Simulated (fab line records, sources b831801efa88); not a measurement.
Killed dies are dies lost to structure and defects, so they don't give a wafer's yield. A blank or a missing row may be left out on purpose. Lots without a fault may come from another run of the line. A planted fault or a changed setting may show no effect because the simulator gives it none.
Which tool did it? | flow gf180mcu | 13 lots, 39 wafers sampled, at 1 step of a route of 602

WHAT THE GAUGES READ, wafer by wafer
GF_M1_THK_MEAS_06: measures by xrf.
lot  | measured     | on            | M1_ALCU_THK (nm)
L657 | day 16 18:19 | film_metro-03 | 443 446 443
L658 | day 17 05:32 | film_metro-03 | 445 442 448
L659 | day 17 09:13 | film_metro-04 | 448 449 454
L660 | day 17 12:26 | film_metro-03 | 445 441 443
L661 | day 17 21:01 | film_metro-03 | 456 455 454
L662 | day 18 02:20 | film_metro-01 | 452 453 449
L663 | day 18 21:50 | film_metro-01 | 452 459 455
L667 | day 20 06:05 | film_metro-03 | 448 452 447
L669 | day 21 08:29 | film_metro-01 | 449 444 447
L672 | day 22 05:31 | film_metro-01 | 447 438 450
L675 | day 23 00:29 | film_metro-03 | 446 448 449
L678 | day 23 23:56 | film_metro-03 | 445 447 448
L679 | day 24 05:31 | film_metro-04 | 455 452 449

WHICH TOOL RAN EACH LOT (tool, then ch and the chambers of the sampled wafers, then the start)
The record holds no process step before these readings.

WHAT THE TOOLS THEMSELVES READ (means of the sampled wafers that have a number; where no wafer has one, the mark that the record gives instead)
The record holds no such reading with a usual standard deviation.

THE ANSWER, worked out from the rows above alone
Rule: what is usual is taken from the lots themselves. Put in order of their means at a reading, lots are off if they are a third of the lots or fewer, leave a main group of 4 or more, and stand apart from it by a gap of 3 or more times the standard deviation of the main group's means; of several such gaps the widest counts. A main group whose means are all the same, to the digits that the tables above print for the reading, isn't used. A lot without any number at a reading at which 4 lots or more have one is off too. The other lots that the step has rows for count as sound. The gauges are gone through in route order, then the tools' own readings, and for those a lot's mean is taken as printed above. The first step at which some lot is off is used, and at that step the reading that is off furthest; a lot without a number counts as furthest.
No lot is off at any reading shown: from this, nothing can be told.

WHAT THE SIMULATOR HAD PUT IN
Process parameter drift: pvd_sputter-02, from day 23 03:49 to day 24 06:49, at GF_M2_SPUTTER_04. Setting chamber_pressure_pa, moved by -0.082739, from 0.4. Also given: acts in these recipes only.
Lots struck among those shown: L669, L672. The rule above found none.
